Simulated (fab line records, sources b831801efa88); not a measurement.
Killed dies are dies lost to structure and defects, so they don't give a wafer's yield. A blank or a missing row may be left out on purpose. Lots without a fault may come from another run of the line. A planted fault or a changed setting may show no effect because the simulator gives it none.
Split-lot experiment | flow sfq_line | 5 lots, 23 wafers read, on a route of 325 steps

THE SPLIT
At SFQ_TRILAYER_M6_LITHO_COAT_159 (resist thk 600 nm), the setting resist_thk_nm was moved away from the recipe's 600 nm on 6 of the 23 wafers read, by -2.0% to +5.1%. The other wafers ran this setting at the recipe's value.

The reading is taken at the split's own step.

THE READING
KrF_of_TRILAYER_M6_LITHO_COAT_159.thk_nm (the simulator's own value, which no gauge read), in nm, at SFQ_TRILAYER_M6_LITHO_COAT_159 (resist thk 600 nm). The file gives no usual value for it. The 17 wafers here that ran the recipe average 600.0 nm, standard deviation 1.1 nm.

wafer  | tool, chamber at the split | resist_thk_nm as run, nm | against the recipe | KrF_of_TRILAYER_M6_LITHO_COAT_159.thk_nm, nm | against lot-mates on the recipe
L075.3 | litho_track-02, 0          | 600                      | recipe             | 598.8                                        | -
L075.4 | litho_track-02, 0          | 600                      | recipe             | 599.6                                        | -
L075.5 | litho_track-02, 0          | 600                      | recipe             | 599.6                                        | -
L079.1 | litho_track-03, 0          | 600                      | recipe             | 599.3                                        | -
L079.2 | litho_track-03, 0          | 600                      | recipe             | 600.3                                        | -
L079.4 | litho_track-03, 0          | 630.7                    | +5.1%              | 630.3                                        | +30.3
L079.5 | litho_track-03, 0          | 630.7                    | +5.1%              | 629.4                                        | +29.4
L079.6 | litho_track-03, 0          | 600                      | recipe             | 600.5                                        | -
L080.1 | litho_track-02, 0          | 600                      | recipe             | 600.3                                        | -
L080.2 | litho_track-02, 0          | 600                      | recipe             | 599.1                                        | -
L080.3 | litho_track-02, 0          | 600                      | recipe             | 600.2                                        | -
L080.4 | litho_track-02, 0          | 600                      | recipe             | 598.5                                        | -
L080.5 | litho_track-02, 0          | 600                      | recipe             | 599.4                                        | -
L081.1 | litho_track-02, 0          | 625.6                    | +4.3%              | 626.1                                        | +24.3
L081.2 | litho_track-02, 0          | 600                      | recipe             | 602.2                                        | -
L081.3 | litho_track-02, 0          | 600                      | recipe             | 602.9                                        | -
L081.5 | litho_track-02, 0          | 600                      | recipe             | 600.3                                        | -
L081.6 | litho_track-02, 0          | 625.6                    | +4.3%              | 628.1                                        | +26.3
L083.2 | litho_track-02, 0          | 588.2                    | -2.0%              | 586.9                                        | -12.9
L083.3 | litho_track-02, 0          | 600                      | recipe             | 600.3                                        | -
L083.4 | litho_track-02, 0          | 600                      | recipe             | 600.1                                        | -
L083.5 | litho_track-02, 0          | 588.2                    | -2.0%              | 589.3                                        | -10.5
L083.6 | litho_track-02, 0          | 600                      | recipe             | 599.1                                        | -

THE FIT
A straight line over all 23 wafers: KrF_of_TRILAYER_M6_LITHO_COAT_159.thk_nm changes by +6.04 nm for each +1% of resist_thk_nm; r = +1.00; the points scatter about the line by 1.2 nm.
The same after taking each lot's own level away (the mean of its wafers on the recipe; 23 wafers): +5.88 nm for each +1%; r = +1.00; scatter 0.8 nm.
On that fit, the largest move of resist_thk_nm shifts the reading by 30 nm.
The lots' own levels span 599.33 to 601.80 nm, that is 2.3 times the standard deviation above.
So the lot-to-lot level changes the slope little: the two slopes agree.
Check: with one of the wafers moved furthest among these (+5.1%) left out of the fit, the line predicts +30 nm for it against its lot-mates. It came out at +30.3 nm against them.

OTHER SPLITS ON THESE WAFERS
These wafers also went through other splits before the reading. Each is held against what the fit with the lots' levels taken away leaves over:
other split on the same wafers                  | wafers away from the commonest value | r with KrF_of_TRILAYER_M6_LITHO_COAT_159.thk_nm (lot level and that fit taken away)
SFQ_TRILAYER_JJ_CE_LITHO_PEB_117 peb_temp_c     | 6                                    | +0.51
SFQ_TRILAYER_M5_LITHO_COAT_123 spin_rpm         | 7                                    | +0.01
SFQ_TRILAYER_M5_BARC_OPEN_METAL_ETCH_161 bias_w | 10                                   | -0.11
SFQ_TRILAYER_R5_DEP_SPUTTER_133 power_w         | 7                                    | -0.14
SFQ_TRILAYER_R5_LITHO_COAT_136 spin_rpm         | 10                                   | +0.17
SFQ_TRILAYER_I5_LITHO_PEB_147 peb_temp_c        | 10                                   | +0.10
SFQ_TRILAYER_C5_LITHO_PEB_154 peb_time_s        | 7                                    | +0.06

THE WHOLE CHAIN: every reading that the file lists as answering this split, in the file's order
step                                | what it does                                                        | reading                                                                                   | change (the file's fit)                                                                             | r (the file's)
SFQ_TRILAYER_M6_LITHO_COAT_159      | resist thk 600 nm                                                   | KrF_of_TRILAYER_M6_LITHO_COAT_159.thk_nm (the simulator's own value, which no gauge read) | +5.88 nm for each +1% of the setting                                                                | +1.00
SFQ_TRILAYER_M6_ETCH_METAL_ETCH_162 | etches Nb in Cl2/Ar, stops on SiO2, target depth 240 nm, time 120 s | KrF_of_TRILAYER_M6_LITHO_COAT_159.thk_nm (the simulator's own value, which no gauge read) | +5.89 nm for each +1% of the setting, in a fit together with time_s@TRILAYER_M6_ETCH_METAL_ETCH_162 | 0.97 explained

THE FILE'S OWN FIT
KrF_of_TRILAYER_M6_LITHO_COAT_159.thk_nm changes by +5.88 nm for each +1% of resist_thk_nm, r = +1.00.
